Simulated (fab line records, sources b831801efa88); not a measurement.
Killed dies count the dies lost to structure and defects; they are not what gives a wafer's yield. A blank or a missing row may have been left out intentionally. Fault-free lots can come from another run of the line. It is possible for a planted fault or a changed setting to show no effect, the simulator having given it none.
Which tool did it? -- flow gf180mcu -- Sampling: 14 lots, 42 wafers, 2 of 602 route steps

== WHAT THE GAUGES SHOWED, per wafer ==
GF_V2_RS_MEAS_24: measures by four-point-probe. Usual: V2_W_RS 0.327 ohm/sq, standard deviation 0.0035.
lot,measured,on,V2_W_RS (ohm/sq),flag
L614,day 20 04:32,film-metro-02,0.326 0.327 0.330,
L615,day 20 15:52,film-metro-01,0.329 0.331 0.328,
L617,day 21 15:56,film-metro-04,0.324 0.320 0.325,
L618,day 22 00:19,film-metro-04,0.334 0.331 0.333,
L620,day 22 14:53,film-metro-04,0.324 0.330 0.328,
L621,day 23 01:14,film-metro-01,0.330 0.332 0.329,
L622,day 23 09:46,film-metro-02,0.332 0.326 0.326,
L623,day 23 16:05,film-metro-04,0.326 0.332 0.326,
L624,day 24 03:40,film-metro-04,0.323 0.329 0.326,
L629,day 25 17:34,film-metro-04,0.329 0.327 0.330,
L630,day 26 00:38,film-metro-04,0.324 0.326 0.325,
L631,day 26 08:50,film-metro-04,0.320 0.324 0.321,
L633,day 26 20:44,film-metro-01,0.329 0.329 0.330,
L632,day 26 21:13,film-metro-01,0.328 0.320 0.321,

== WHICH TOOL RAN EACH LOT (tool, then ch and the chambers of the sampled wafers, then the start) ==
lot,GF_V2_CVD_23
L614,"cvd-w-01 ch 0,1, day 20 04:25"
L615,"cvd-w-02 ch 0,1, day 20 15:43"
L617,"cvd-w-02 ch 0,1, day 21 15:49"
L618,"cvd-w-01 ch 0,1, day 22 00:13"
L620,"cvd-w-01 ch 0,1, day 22 14:46"
L621,"cvd-w-01 ch 0,1, day 23 01:07"
L622,"cvd-w-01 ch 0,1, day 23 09:39"
L623,"cvd-w-01 ch 0,1, day 23 15:58"
L624,"cvd-w-02 ch 0,1, day 24 03:33"
L629,"cvd-w-01 ch 0,1, day 25 17:28"
L630,"cvd-w-02 ch 0,1, day 26 00:30"
L631,"cvd-w-02 ch 0,1, day 26 08:43"
L633,"cvd-w-01 ch 0,1, day 26 20:37"
L632,"cvd-w-02 ch 1, day 26 21:00"
- GF_V2_CVD_23: deposits W, target thk 350 nm, time 104.94 s.

== AS READ BY THE TOOLS THEMSELVES (means over the sampled wafers that have a number; for cases with no such wafer, the mark the record gives instead) ==
GF_V2_CVD_23. Usual: chamber-pressure-Torr 40.00 Torr, standard deviation 0.084; heater-power-w 929 W, standard deviation 100.
lot,tool,chamber-pressure-Torr (Torr),heater-power-w (W),flag
L614,cvd-w-01,40.04,954,
L615,cvd-w-02,39.91,920,
L617,cvd-w-02,40.00,928,
L618,cvd-w-01,40.03,971,
L620,cvd-w-01,39.99,970,
L621,cvd-w-01,40.04,970,
L622,cvd-w-01,40.01,975,
L623,cvd-w-01,40.10,896,
L624,cvd-w-02,39.97,928,
L629,cvd-w-01,39.96,882,
L630,cvd-w-02,39.99,888,
L631,cvd-w-02,41.03,913,OFF
L633,cvd-w-01,40.02,974,
L632,cvd-w-02,41.52,966,OFF

== THE ANSWER, worked out from the rows above alone ==
Rule: take the mean of a lot's wafers that have a number; if it is more than 3 standard deviations from the usual mean, the lot is off. A lot without any number at a reading at which 4 lots or more have one is off too. Any other lot the step has rows for is counted as sound. First the gauges in route order, then the tools' own readings, where a lot's mean is used as printed above. The first step at which some lot is off is used, and at that step the reading that is off furthest; a lot without a number counts as furthest.
Off at GF_V2_CVD_23 (chamber-pressure-Torr): L631, L632.
A tool fits if, at that step or a process step before it, it ran every lot that is off, and no sound lot after the first of them. One fits: GF_V2_CVD_23 on cvd-w-02. A fault onset in the window from L630 (day 26 00:30, its last sound lot) to L631 (day 26 08:43, its first lot off) fits.
On the lots that are off, the tool's own readings at GF_V2_CVD_23 differ by more than 5 times the standard deviation of the sound lots' means, which bears it out; chamber-pressure-Torr reads 41.28 Torr there versus 40.01 Torr on the sound lots.

== WHAT HAD BEEN PUT IN BY THE SIMULATOR ==
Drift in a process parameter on cvd-w-02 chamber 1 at GF_V2_CVD_23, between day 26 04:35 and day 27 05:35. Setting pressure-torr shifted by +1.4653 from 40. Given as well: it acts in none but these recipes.
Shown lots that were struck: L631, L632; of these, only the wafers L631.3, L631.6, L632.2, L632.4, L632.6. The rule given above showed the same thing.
